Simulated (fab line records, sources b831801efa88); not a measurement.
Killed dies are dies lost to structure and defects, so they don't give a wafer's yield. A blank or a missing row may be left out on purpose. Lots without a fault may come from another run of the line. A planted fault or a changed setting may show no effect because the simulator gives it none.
Which tool did it? | flow sky130 | 13 lots, 39 wafers sampled, at 6 steps of a route of 708

WHAT THE GAUGES READ, wafer by wafer
SKY_NWELL_TW_MEAS_15. Usual: NWELL_TW 1823, standard deviation 18.
lot  | measured     | on            | NWELL_TW       | flag
L426 | day 5 02:43  | film_metro-02 | 1837 1842 1842 |
L428 | day 6 01:01  | film_metro-04 | 1805 1808 1801 |
L429 | day 6 00:40  | film_metro-01 | 1816 1810 1809 |
L430 | day 6 05:10  | film_metro-02 | 1838 1839 1840 |
L432 | day 6 13:40  | film_metro-02 | 30 30 30       | OFF
L440 | day 8 12:18  | film_metro-04 | 1819 1807 1808 |
L441 | day 8 19:27  | film_metro-04 | 1818 1810 1804 |
L442 | day 8 22:39  | film_metro-02 | 1862 1843 1854 |
L443 | day 9 07:48  | film_metro-01 | 1822 1826 1815 |
L444 | day 9 10:16  | film_metro-01 | 1827 1819 1822 |
L445 | day 9 14:56  | film_metro-02 | 1846 1837 1842 |
L446 | day 9 20:29  | film_metro-01 | 1815 1822 1827 |
L447 | day 10 07:23 | film_metro-04 | 1808 1798 1793 |

SKY_NWELL_OVL_MEAS_23. Usual: NWELL_01_OVL -0.4 nm, standard deviation 1.4.
lot  | measured     | on         | NWELL_01_OVL (nm) | flag
L426 | day 5 20:06  | overlay-01 | 0.5 1.8 -2.0      |
L428 | day 6 19:36  | overlay-01 | 1.5 -1.4 -0.2     |
L429 | day 6 18:14  | overlay-02 | -0.3 1.3 0.4      |
L430 | day 6 23:43  | overlay-02 | -1.9 -0.9 -1.2    |
L432 | day 7 07:53  | overlay-02 | 1.7 -0.4 -0.2     |
L440 | day 9 10:23  | overlay-02 | -0.4 -0.7 0.6     |
L441 | day 9 16:45  | overlay-02 | -1.9 -0.2 -0.4    |
L442 | day 9 19:34  | overlay-02 | 0.9 -0.6 -1.1     |
L443 | day 10 04:25 | overlay-02 | -0.7 1.5 0.6      |
L444 | day 10 07:46 | overlay-02 | -1.6 0.5 0.1      |
L445 | day 10 11:46 | overlay-02 | -0.6 -0.2 1.8     |
L446 | day 10 18:23 | overlay-01 | 0.0 -0.5 2.5      |
L447 | day 11 06:14 | overlay-01 | 0.2 1.1 -1.1      |

WHICH TOOL RAN EACH LOT (tool, then ch and the chambers of the sampled wafers, then the start)
lot  | SKY_FIELD_ISO_STRIP_16              | SKY_FIELD_ISO_ETCH_17           | SKY_PWDE_STRIP_09                   | SKY_NWELL_STRIP_14
L426 | plasma_asher-02 ch 0,1, day 2 15:44 | rie_si-02 ch 1,2,3, day 2 15:50 | plasma_asher-02 ch 0,1, day 4 09:04 | plasma_asher-01 ch 0,1, day 5 02:37
L428 | plasma_asher-04 ch 0,1, day 3 03:16 | rie_si-01 ch 2,3, day 3 03:22   | plasma_asher-02 ch 0,1, day 5 06:13 | plasma_asher-01 ch 0,1, day 6 00:55
L429 | plasma_asher-04 ch 0,1, day 3 07:23 | rie_si-01 ch 1,2, day 3 07:29   | plasma_asher-04 ch 0,1, day 5 06:04 | plasma_asher-03 ch 0,1, day 6 00:34
L430 | plasma_asher-04 ch 0,1, day 3 12:44 | rie_si-02 ch 0,2, day 3 12:50   | plasma_asher-04 ch 0,1, day 5 10:09 | plasma_asher-04 ch 0,1, day 6 05:04
L432 | plasma_asher-02 ch 0,1, day 4 02:25 | rie_si-01 ch 1,3, day 4 02:31   | plasma_asher-02 ch 0,1, day 5 18:16 | plasma_asher-04 ch 0,1, day 6 13:34
L440 | plasma_asher-04 ch 0,1, day 5 19:16 | rie_si-01 ch 2,3, day 5 19:22   | plasma_asher-01 ch 1, day 7 15:24   | plasma_asher-04 ch 0, day 8 12:11
L441 | plasma_asher-04 ch 0,1, day 6 00:29 | rie_si-02 ch 0,2, day 6 00:35   | plasma_asher-04 ch 0,1, day 7 23:12 | plasma_asher-01 ch 0,1, day 8 19:21
L442 | plasma_asher-04 ch 0,1, day 6 02:01 | rie_si-01 ch 1,2, day 6 02:07   | plasma_asher-02 ch 0,1, day 8 01:19 | plasma_asher-03 ch 0,1, day 8 22:32
L443 | plasma_asher-03 ch 0,1, day 6 10:29 | rie_si-02 ch 0,2,3, day 6 10:35 | plasma_asher-02 ch 0,1, day 8 09:49 | plasma_asher-03 ch 0,1, day 9 07:42
L444 | plasma_asher-03 ch 1, day 6 13:29   | rie_si-01 ch 0,1, day 6 13:35   | plasma_asher-02 ch 0,1, day 8 12:00 | plasma_asher-04 ch 0,1, day 9 10:09
L445 | plasma_asher-02 ch 1, day 6 17:28   | rie_si-02 ch 0,1,2, day 6 17:34 | plasma_asher-04 ch 0,1, day 8 16:30 | plasma_asher-01 ch 1, day 9 14:50
L446 | plasma_asher-02 ch 0,1, day 6 22:10 | rie_si-01 ch 1,3, day 6 22:16   | plasma_asher-01 ch 0,1, day 8 22:42 | plasma_asher-04 ch 0,1, day 9 20:23
L447 | plasma_asher-03 ch 0,1, day 7 08:59 | rie_si-01 ch 0,2,3, day 7 09:05 | plasma_asher-02 ch 0,1, day 9 09:34 | plasma_asher-04 ch 0,1, day 10 07:17
- SKY_FIELD_ISO_STRIP_16: strips in O2/N2.
- SKY_FIELD_ISO_ETCH_17: etches Si in HBr/Cl2/O2, target depth 342 nm, time 97.7 s.
- SKY_PWDE_STRIP_09: strips in O2/N2.
- SKY_NWELL_STRIP_14: strips in O2/N2.

WHAT THE TOOLS THEMSELVES READ (means of the sampled wafers that have a number; where no wafer has one, the mark that the record gives instead)
SKY_FIELD_ISO_STRIP_16. Usual: drypump_motor_current_A 5.7 A, standard deviation 0.43; oes_product_au 0.378 a.u., standard deviation 0.0047; strip_time_to_endpoint_s 3.56 s, standard deviation 0.045.
lot  | tool            | drypump_motor_current_A (A) | oes_product_au (a.u.) | strip_time_to_endpoint_s (s) | flag
L426 | plasma_asher-02 | 5.1                         | 0.373                 | 3.52                         |
L428 | plasma_asher-04 | 6.1                         | 0.376                 | 3.54                         |
L429 | plasma_asher-04 | 6.0                         | 0.380                 | 3.52                         |
L430 | plasma_asher-04 | 6.1                         | 0.376                 | 3.57                         |
L432 | plasma_asher-02 | 5.1                         | 0.376                 | 3.57                         |
L440 | plasma_asher-04 | 6.0                         | 0.378                 | 3.61                         |
L441 | plasma_asher-04 | 6.1                         | 0.380                 | 3.57                         |
L442 | plasma_asher-04 | 6.0                         | 0.379                 | 3.51                         |
L443 | plasma_asher-03 | 5.4                         | 0.374                 | 3.56                         |
L444 | plasma_asher-03 | 5.3                         | 0.379                 | 3.53                         |
L445 | plasma_asher-02 | 4.9                         | 0.385                 | 3.54                         |
L446 | plasma_asher-02 | 5.1                         | 0.379                 | 3.57                         |
L447 | plasma_asher-03 | 5.4                         | 0.377                 | 3.55                         |

SKY_FIELD_ISO_ETCH_17. Usual: drypump_motor_current_A 5.6 A, standard deviation 0.38; oes_product_au 0.999 a.u., standard deviation 0.015; throttle_valve_pct 25.657 %, standard deviation 0.013.
lot  | tool      | drypump_motor_current_A (A) | oes_product_au (a.u.) | throttle_valve_pct (%) | flag
L426 | rie_si-02 | 5.9                         | 0.989                 | 25.662                 |
L428 | rie_si-01 | 5.7                         | 1.021                 | 25.647                 |
L429 | rie_si-01 | 5.3                         | 1.006                 | 25.653                 |
L430 | rie_si-02 | 5.7                         | 0.985                 | 25.673                 |
L432 | rie_si-01 | 5.8                         | 1.013                 | 25.646                 |
L440 | rie_si-01 | 5.7                         | 1.022                 | 25.641                 |
L441 | rie_si-02 | 5.9                         | 0.993                 | 25.664                 |
L442 | rie_si-01 | 5.4                         | 1.006                 | 25.664                 |
L443 | rie_si-02 | 5.6                         | 0.990                 | 25.660                 |
L444 | rie_si-01 | 5.5                         | 1.007                 | 25.653                 |
L445 | rie_si-02 | 6.0                         | 0.994                 | 25.662                 |
L446 | rie_si-01 | 5.8                         | 1.017                 | 25.644                 |
L447 | rie_si-01 | 5.5                         | 1.006                 | 25.649                 |

SKY_PWDE_STRIP_09. Usual: drypump_motor_current_A 5.5 A, standard deviation 0.44; oes_product_au 0.722 a.u., standard deviation 0.0045; strip_time_to_endpoint_s 36.57 s, standard deviation 0.12.
lot  | tool            | drypump_motor_current_A (A) | oes_product_au (a.u.) | strip_time_to_endpoint_s (s) | flag
L426 | plasma_asher-02 | 5.1                         | 0.719                 | 36.72                        |
L428 | plasma_asher-02 | 5.3                         | 0.721                 | 36.64                        |
L429 | plasma_asher-04 | 6.1                         | 0.720                 | 36.70                        |
L430 | plasma_asher-04 | 6.1                         | 0.722                 | 36.70                        |
L432 | plasma_asher-02 | 5.3                         | 0.930                 | -                            | OFF
L440 | plasma_asher-01 | 5.0                         | 0.719                 | 36.56                        |
L441 | plasma_asher-04 | 6.0                         | 0.722                 | 36.71                        |
L442 | plasma_asher-02 | 5.3                         | 0.716                 | 36.34                        |
L443 | plasma_asher-02 | 5.1                         | 0.722                 | 36.49                        |
L444 | plasma_asher-02 | 5.3                         | 0.721                 | 36.56                        |
L445 | plasma_asher-04 | 6.0                         | 0.719                 | 36.41                        |
L446 | plasma_asher-01 | 5.2                         | 0.720                 | 36.56                        |
L447 | plasma_asher-02 | 5.3                         | 0.728                 | 36.53                        |

SKY_NWELL_STRIP_14. Usual: drypump_motor_current_A 5.6 A, standard deviation 0.41; oes_product_au 0.722 a.u., standard deviation 0.0047; strip_time_to_endpoint_s 36.90 s, standard deviation 0.11.
lot  | tool            | drypump_motor_current_A (A) | oes_product_au (a.u.) | strip_time_to_endpoint_s (s) | flag
L426 | plasma_asher-01 | 5.3                         | 0.722                 | 37.10                        |
L428 | plasma_asher-01 | 5.3                         | 0.722                 | 36.94                        |
L429 | plasma_asher-03 | 5.4                         | 0.722                 | 36.76                        |
L430 | plasma_asher-04 | 6.1                         | 0.725                 | 36.85                        |
L432 | plasma_asher-04 | 6.0                         | 0.729                 | 61.13                        | OFF
L440 | plasma_asher-04 | 5.9                         | 0.720                 | 36.85                        |
L441 | plasma_asher-01 | 5.2                         | 0.724                 | 36.88                        |
L442 | plasma_asher-03 | 5.4                         | 0.718                 | 36.72                        |
L443 | plasma_asher-03 | 5.3                         | 0.720                 | 37.00                        |
L444 | plasma_asher-04 | 5.9                         | 0.725                 | 36.94                        |
L445 | plasma_asher-01 | 5.0                         | 0.725                 | 36.79                        |
L446 | plasma_asher-04 | 6.0                         | 0.720                 | 36.86                        |
L447 | plasma_asher-04 | 6.0                         | 0.726                 | 36.83                        |

THE ANSWER, worked out from the rows above alone
Rule: a lot is off if the mean of its wafers that have a number lies more than 3 standard deviations from the usual mean. A lot without any number at a reading at which 4 lots or more have one is off too. The other lots that the step has rows for count as sound. The gauges are gone through in route order, then the tools' own readings, and for those a lot's mean is taken as printed above. The first step at which some lot is off is used, and at that step the reading that is off furthest; a lot without a number counts as furthest.
Off: L432, at SKY_NWELL_TW_MEAS_15 (NWELL_TW).
A tool fits if, at a process step before that reading, it ran every lot that is off, and no sound lot after the first of them. The gauges at SKY_NWELL_TW_MEAS_15 aren't tried: what is off there is off at SKY_PWDE_STRIP_09 too, on other tools, and a gauge's error can't cause that. None of those tried fits.

WHAT THE SIMULATOR HAD PUT IN
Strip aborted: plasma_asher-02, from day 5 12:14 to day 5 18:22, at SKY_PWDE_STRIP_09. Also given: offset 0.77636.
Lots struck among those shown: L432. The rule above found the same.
